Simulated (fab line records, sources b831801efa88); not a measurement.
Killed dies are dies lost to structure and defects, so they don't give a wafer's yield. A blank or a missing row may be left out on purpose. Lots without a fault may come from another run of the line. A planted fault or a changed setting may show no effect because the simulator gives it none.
fab line records | flow sky130
record lots=13 wafers=39 last_day=50
route steps=708 shown FIELD_ISO@14 NWELL@67 PWDE@84
lots that met no fault: from a run of the same line without faults
start_h: hours from the record's first day to the start of the lot's first wafer shown | wait_h: hours since the lot's step before | " the same as in the row above | L1.1+2: a row that stands for several wafers | - no value, or no start given | * or withheld: withheld | < > ~ a bound
route shown NAME@n: a module of which the file shows steps, and the number in the route of the first | usual: mean/standard deviation of fault-free wafers | same: alike in all rows | chamber/n: place in a boat | sites: the reading at each site | _std_site: their standard deviation | _edge_site: outer sites' mean less inner sites' | radius_mm: how far each site lies from the wafer's centre | mask NAME#n: copy n | behind: the tool/chamber that last shaped the wafer | hold: why the lot was held/for how many hours/how that ended | device: the transistor (n, p or np) that didn't switch | end of line: the same wafers' tests at the end of the route | a step without rows: its recipe alone | killed: dies lost to structure and defects at the first sort, not the wafer's yield | map: a wafer's dies, x killed, . not, _ none there
set.NAME: the setting as run; set.NAME@STEP: as run at that earlier step | model.NAME: the simulator's own value behind a step, which no gauge read
steps of the route over a sample of lots; a table a step, a row a wafer
services: from which hour (start_h, from the record's first day; less than 0 if before it) a tool's chamber was out of use, for how many hours, and why
## steps
# step SKY_FIELD_ISO_CD_MEAS_13
# recipe target_cd_nm=150
# usual cd_nm=149.9/1.5
# columns lot.wafer tool chamber start_h wait_h cd_nm
L986.1 cd_sem-01 - 30.41 - 152.4
L986.4 " - " " 151.8
L986.6 " - " " 152.4
L987.2 cd_sem-01 - 33.93 - 147.4
L987.4 " - " " 147.8
L987.5 " - " " 147.0
L988.2 cd_sem-01 - 39.31 - 149.5
L988.3 " - " " 151.0
L988.6 " - " " 150.3
L989.2 cd_sem-01 - 44.03 - 148.8
L989.3 " - " " 148.2
L989.5 " - " " 147.8
L990.2 cd_sem-01 - 49.95 - 151.4
L990.4 " - " " 151.9
L990.5 " - " " 150.7
L991.1 cd_sem-01 - 57.18 - 150.6
L991.2 " - " " 148.7
L991.6 " - " " 148.9
L992.2 cd_sem-01 - 66.70 - 149.9
L992.3 " - " " 150.2
L992.5 " - " " 150.7
L996.1 cd_sem-02 - 82.33 - 148.8
L996.2 " - " " 148.2
L996.4 " - " " 148.6
L999.3 cd_sem-01 - 96.70 - 153.7
L999.4 " - " " 153.7
L999.5 " - " " 153.3
L102.2 cd_sem-01 - 113.41 - 149.9
L102.3 " - " " 148.5
L102.5 " - " " 148.9
L103.3 cd_sem-01 - 118.25 - 148.2
L103.4 " - " " 148.6
L103.6 " - " " 146.8
L105.4 cd_sem-02 - 129.25 - 150.7
L105.5 " - " " 150.3
L105.6 " - " " 150.6
L108.2 cd_sem-02 - 142.48 - 149.1
L108.4 " - " " 150.8
L108.6 " - " " 150.0
# step SKY_FIELD_ISO_ETCH_14
# recipe chemistry=N2/H2 target=BARC ion_energy_ev=200 source_w=500 bias_w=100 pressure_mtorr=30 n2_flow_sccm=100 h2_flow_sccm=200 stop_on=SiO2 time_s=45.9 target_depth_a=600
# usual drypump_motor_current_A=5.7/0.41 oes_product_au=0.855/0.005 throttle_valve_pct=13.225/0.0088
# columns lot.wafer tool chamber start_h wait_h drypump_motor_current_A oes_product_au rf_hours_counter_h throttle_valve_pct
L986.1 rie_diel-02 3 30.53 0.1 5.8 0.863 22 13.228
L986.4 " 2 " " 5.6 0.860 128 13.226
L986.6 " 2 " " 5.6 0.854 - 13.238
L987.2 rie_diel-02 0 34.03 0.1 5.1 0.859 160 13.226
L987.4 " 1 " " 5.7 0.859 99 13.225
L987.5 " 0 " " 5.1 0.855 - 13.218
L988.2 rie_diel-03 1 39.41 0.1 5.7 0.859 117 13.227
L988.3 " 2 " " 6.2 0.857 109 13.231
L988.6 " 2 " " 6.2 0.852 - 13.222
L989.2 rie_diel-01 2 44.13 0.1 6.2 0.859 161 13.232
L989.3 " 0 " " 6.7 0.861 171 13.216
L989.5 " 1 " " 6.0 0.849 - 13.235
L990.2 rie_diel-01 1 50.05 0.1 6.0 0.860 15 13.227
L990.4 " 0 " " 6.7 0.861 172 13.205
L990.5 " 1 " " 6.0 0.848 - 13.218
L991.1 rie_diel-02 2 57.30 0.1 5.6 0.858 129 13.232
L991.2 " 0 " " 5.1 0.861 161 13.217
L991.6 " 3 " " 5.8 0.857 - 13.228
L992.2 rie_diel-02 3 66.80 0.1 5.8 0.846 23 13.230
L992.3 " 2 " " 5.6 0.846 129 13.219
L992.5 " 2 " " 5.6 0.856 - 13.216
L996.1 rie_diel-01 2 82.45 0.1 6.1 0.852 161 13.226
L996.2 " 1 " " 6.0 0.854 15 13.224
L996.4 " 1 " " 6.0 0.846 - 13.226
L999.3 rie_diel-03 1 96.78 0.1 5.7 0.852 117 13.233
L999.4 " 2 " " 6.2 0.849 110 13.213
L999.5 " 1 " " 5.7 0.860 - 13.222
L102.2 rie_diel-02 3 113.51 0.1 5.8 0.854 24 13.235
L102.3 " 2 " " 5.5 0.852 130 13.218
L102.5 " 1 " " 5.7 0.854 - 13.227
L103.3 rie_diel-02 1 118.33 0.1 5.7 0.859 101 13.217
L103.4 " 3 " " 5.8 0.850 25 13.211
L103.6 " 2 " " 5.6 0.858 - 13.219
L105.4 rie_diel-03 0 129.33 0.1 5.3 0.857 - 13.213
L105.5 " 1 " " 5.7 0.859 - 13.229
L105.6 " 3 " " 6.2 0.855 - 13.230
L108.2 rie_diel-01 0 142.58 0.1 6.7 0.856 1 13.225
L108.4 " 1 " " 6.0 0.859 17 13.231
L108.6 " 3 " " 5.1 0.853 - 13.214
# step SKY_NWELL_STRIP_14
# recipe chemistry=O2/N2 power_w=1400 pressure_mtorr=1500 platen_temp_c=withheld o2_flow_sccm=3000 n2_flow_sccm=300 overash_fraction=0.5
# usual drypump_motor_current_A=5.5/0.36 oes_product_au=0.723/0.0049 strip_time_to_endpoint_s=36.90/0.11
# columns lot.wafer tool chamber start_h wait_h drypump_motor_current_A oes_product_au rf_hours_counter_h strip_time_to_endpoint_s
L986.1 plasma_asher-01 1 96.28 0.1 5.3 0.723 40 37.03
L986.4 " 0 " " 5.4 0.728 - 37.13
L986.6 " 0 " " 5.4 0.730 - 37.03
L987.2 plasma_asher-02 1 96.80 0.1 5.9 0.727 40 36.86
L987.4 " 0 " " 5.2 0.721 - 37.03
L987.5 " 0 " " 5.2 0.724 - 36.85
L988.2 plasma_asher-03 1 104.03 0.1 6.2 0.718 32 36.93
L988.3 " 1 " " 6.2 0.732 - 36.96
L988.6 " 1 " " 6.2 0.724 - 36.83
L989.2 plasma_asher-01 0 104.38 0.1 5.4 0.718 41 36.81
L989.3 " 1 " " 5.3 0.729 - 36.85
L989.5 " 1 " " 5.3 0.723 - 36.88
L990.2 plasma_asher-01 1 111.50 0.1 5.3 0.721 42 37.03
L990.4 " 0 " " 5.4 0.713 - 36.92
L990.5 " 1 " " 5.3 0.724 - 37.07
L991.1 plasma_asher-03 0 115.30 0.1 5.2 0.725 33 36.82
L991.2 " 1 " " 6.2 0.727 33 36.91
L991.6 " 1 " " 6.2 0.720 - 36.83
L992.2 plasma_asher-01 1 128.08 0.1 5.3 0.719 43 36.98
L992.3 " 1 " " 5.3 0.732 - 36.92
L992.5 " 1 " " 5.3 0.722 - 37.00
L996.1 plasma_asher-02 0 146.28 0.1 5.2 0.960 46 -
L996.2 " 1 " " 5.9 0.968 46 -
L996.4 " 0 " " 5.2 0.964 - -
L999.3 plasma_asher-03 1 162.23 0.1 6.2 0.725 - 36.68
L999.4 " 0 " " 5.2 0.715 - 36.66
L999.5 " 0 " " 5.3 0.720 - 36.64
L102.2 plasma_asher-01 0 181.55 0.1 5.4 0.725 49 37.08
L102.3 " 1 " " 5.3 0.726 - 37.08
L102.5 " 0 " " 5.4 0.721 - 37.12
L103.3 plasma_asher-03 0 184.78 0.1 5.3 0.724 - 36.87
L103.4 " 1 " " 6.2 0.721 - 36.86
L103.6 " 0 " " 5.3 0.719 - 36.82
L105.4 plasma_asher-02 1 197.51 0.1 5.9 0.717 - 37.01
L105.5 " 0 " " 5.2 0.724 - 36.94
L105.6 " 1 " " 5.9 0.728 - 36.95
L108.2 plasma_asher-02 0 217.20 0.1 5.2 0.734 52 36.95
L108.4 " 0 " " 5.2 0.725 - 36.88
L108.6 " 0 " " 5.2 0.713 - 36.94
# step SKY_NWELL_STRIP_25
# recipe chemistry=O2/N2 power_w=1400 pressure_mtorr=1500 platen_temp_c=withheld o2_flow_sccm=3000 n2_flow_sccm=300 overash_fraction=0.5
# usual drypump_motor_current_A=5.5/0.35 oes_product_au=0.722/0.0046 strip_time_to_endpoint_s=36.89/0.099
# columns lot.wafer tool chamber start_h wait_h drypump_motor_current_A oes_product_au rf_hours_counter_h strip_time_to_endpoint_s
L986.1 plasma_asher-01 1 114.43 0.1 5.3 0.718 42 36.84
L986.4 " 1 " " 5.3 0.726 - 36.87
L986.6 " 0 " " 5.5 0.730 - 36.82
L987.2 plasma_asher-03 0 114.53 0.1 5.3 0.727 33 36.93
L987.4 " 0 " " 5.3 0.716 - 36.94
L987.5 " 1 " " 6.2 0.718 - 36.94
L988.2 plasma_asher-03 0 122.23 0.1 5.2 0.724 34 36.73
L988.3 " 0 " " 5.3 0.728 - 36.80
L988.6 " 1 " " 6.2 0.721 - 36.81
L989.2 plasma_asher-02 1 122.65 0.1 5.9 0.724 43 36.97
L989.3 " 0 " " 5.2 0.724 - 37.05
L989.5 " 1 " " 5.9 0.723 - 37.14
L990.2 plasma_asher-02 1 130.43 0.1 5.9 0.723 44 36.91
L990.4 " 1 " " 5.9 0.723 - 36.83
L990.5 " 1 " " 5.9 0.722 - 36.83
L991.1 plasma_asher-02 0 134.73 0.1 5.2 0.726 44 37.04
L991.2 " 1 " " 5.9 0.724 44 37.03
L991.6 " 0 " " 5.2 0.720 - 36.98
L992.2 plasma_asher-03 0 147.83 0.1 5.2 0.729 35 36.75
L992.3 " 0 " " 5.3 0.720 - 36.67
L992.5 " 0 " " 5.3 0.722 - 36.82
L996.1 plasma_asher-01 0 166.33 0.1 5.4 0.729 47 47.00
L996.2 " 1 " " 5.3 0.728 47 46.83
L996.4 " 1 " " 5.3 0.724 - 46.98
L999.3 plasma_asher-01 0 182.91 0.1 5.4 0.723 - 36.80
L999.4 " 1 " " 5.3 0.728 - 36.66
L999.5 " 1 " " 5.3 0.720 - 36.75
L102.2 plasma_asher-01 0 203.43 0.1 5.4 0.720 51 36.98
L102.3 " 0 " " 5.4 0.716 - 36.99
L102.5 " 1 " " 5.3 0.723 - 36.85
L103.3 plasma_asher-03 1 207.28 0.1 6.2 0.724 - 36.92
L103.4 " 0 " " 5.3 0.725 - 36.95
L103.6 " 0 " " 5.3 0.722 - 36.99
L105.4 plasma_asher-02 1 219.96 0.1 5.9 0.723 - 36.88
L105.5 " 1 " " 5.9 0.719 - 36.85
L105.6 " 0 " " 5.2 0.724 - 36.90
L108.2 plasma_asher-01 0 240.18 0.1 5.4 0.732 54 36.91
L108.4 " 1 " " 5.3 0.727 - 37.00
L108.6 " 0 " " 5.4 0.724 - 36.81
# step SKY_NWELL_TW_MEAS_26
# usual NWELL_2_TW=496/3.5
# columns lot.wafer tool chamber start_h wait_h NWELL_2_TW
L986.1 film_metro-03 - 114.53 0.1 496
L986.4 " - " " 497
L986.6 " - " " 498
L987.2 film_metro-01 - 114.64 0.1 492
L987.4 " - " " 493
L987.5 " - " " 492
L988.2 film_metro-03 - 122.34 0.1 487
L988.3 " - " " 487
L988.6 " - " " 489
L989.2 film_metro-04 - 122.76 0.1 501
L989.3 " - " " 498
L989.5 " - " " 499
L990.2 film_metro-04 - 130.54 0.1 498
L990.4 " - " " 500
L990.5 " - " " 500
L991.1 film_metro-04 - 134.83 0.1 499
L991.2 " - " " 501
L991.6 " - " " 499
L992.2 film_metro-04 - 147.94 0.1 497
L992.3 " - " " 497
L992.5 " - " " 499
L996.1 film_metro-04 - 166.43 0.1 177
L996.2 " - " " 176
L996.4 " - " " 176
L999.3 film_metro-03 - 183.00 0.1 494
L999.4 " - " " 493
L999.5 " - " " 494
L102.2 film_metro-04 - 203.54 0.1 497
L102.3 " - " " 501
L102.5 " - " " 503
L103.3 film_metro-04 - 207.37 0.1 499
L103.4 " - " " 499
L103.6 " - " " 502
L105.4 film_metro-01 - 220.06 0.1 494
L105.5 " - " " 491
L105.6 " - " " 493
L108.2 film_metro-03 - 240.29 0.1 495
L108.4 " - " " 496
L108.6 " - " " 495
# step SKY_NWELL_RS_MEAS_31
# recipe thk_meas_gauge=four-point-probe
# usual PWDE_RS=5272/18
# columns lot.wafer tool chamber start_h wait_h PWDE_RS[ohm/sq]
L986.1 film_metro-03 - 114.98 0.1 5250
L986.4 " - " " 5248
L986.6 " - " " 5246
L987.2 film_metro-04 - 115.10 0.1 5260
L987.4 " - " " 5263
L987.5 " - " " 5273
L988.2 film_metro-03 - 122.80 0.1 5295
L988.3 " - " " 5284
L988.6 " - " " 5271
L989.2 film_metro-04 - 123.22 0.1 5272
L989.3 " - " " 5270
L989.5 " - " " 5260
L990.2 film_metro-01 - 131.00 0.1 5288
L990.4 " - " " 5295
L990.5 " - " " 5287
L991.1 film_metro-03 - 135.28 0.1 5265
L991.2 " - " " 5260
L991.6 " - " " 5270
L992.2 film_metro-04 - 148.40 0.1 5279
L992.3 " - " " 5275
L992.5 " - " " 5283
L996.1 film_metro-03 - 166.88 0.1 5281
L996.2 " - " " 5294
L996.4 " - " " 5269
L999.3 film_metro-04 - 183.47 0.1 5260
L999.4 " - " " 5236
L999.5 " - " " 5258
L102.2 film_metro-04 - 204.00 0.1 5288
L102.3 " - " " 5269
L102.5 " - " " 5291
L103.3 film_metro-03 - 207.84 0.1 5261
L103.4 " - " " 5255
L103.6 " - " " 5269
L105.4 film_metro-04 - 220.54 0.1 5273
L105.5 " - " " 5271
L105.6 " - " " 5276
L108.2 film_metro-04 - 240.75 0.1 5285
L108.4 " - " " 5280
L108.6 " - " " 5286
## services
# columns tool chamber start_h hours kind
plasma_asher-01 - 15.54 13.9 repair
rie_diel-03 0 26.14 8.9 repair
rie_diel-03 2 28.34 5.4 repair
rie_diel-03 3 34.08 17.7 repair
rie_diel-02 1 45.02 6.7 repair
rie_diel-02 - 52.26 2.8 pm
rie_diel-01 - 60.29 15.6 pm
plasma_asher-03 - 71.78 4.2 repair
rie_diel-01 0 75.89 - clean
rie_diel-02 3 76.12 5.6 repair
plasma_asher-02 - 82.08 0.7 repair
rie_diel-01 - 82.60 2.8 pm
rie_diel-03 2 97.90 8.9 repair
rie_diel-02 0 120.87 - clean
rie_diel-02 0 120.87 20.0 scheduled_down
rie_diel-02 0 120.87 20.0 vent_cycle
plasma_asher-02 - 122.92 0.3 repair
rie_diel-03 2 127.95 6.4 repair
plasma_asher-03 - 136.62 8.8 pm
rie_diel-02 2 154.56 14.4 repair
rie_diel-01 3 154.88 2.6 repair
plasma_asher-02 - 172.03 2.8 repair
rie_diel-03 - 176.24 0.2 repair
rie_diel-01 0 194.86 6.6 repair
## key
first_sign step=SKY_NWELL_STRIP_14 reading=oes_product_au direction=up sigmas=49 usual=0.723 struck=0.964
effect step=SKY_NWELL_STRIP_25 reading=strip_time_to_endpoint_s direction=up sigmas=99+ usual=* struck=*
effect step=SKY_NWELL_TW_MEAS_26 reading=NWELL_2_TW direction=down sigmas=92 usual=496 struck=177
met_at SKY_NWELL_STRIP_14
struck_lots L996
rows_end L996.1,L996.2,L996.4
not_acting_at SKY_FIELD_ISO_CD_MEAS_13,SKY_FIELD_ISO_ETCH_14,SKY_NWELL_RS_MEAS_31
onset_between 96.80 146.28
fault kind=strip_aborted tool=plasma_asher-02 chamber=- onset_h=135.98 steps=SKY_NWELL_STRIP_14 offset=0.5135 end_h=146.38
# rows_end: these wafers met a further fault down the route, and their rows from its step on are left out
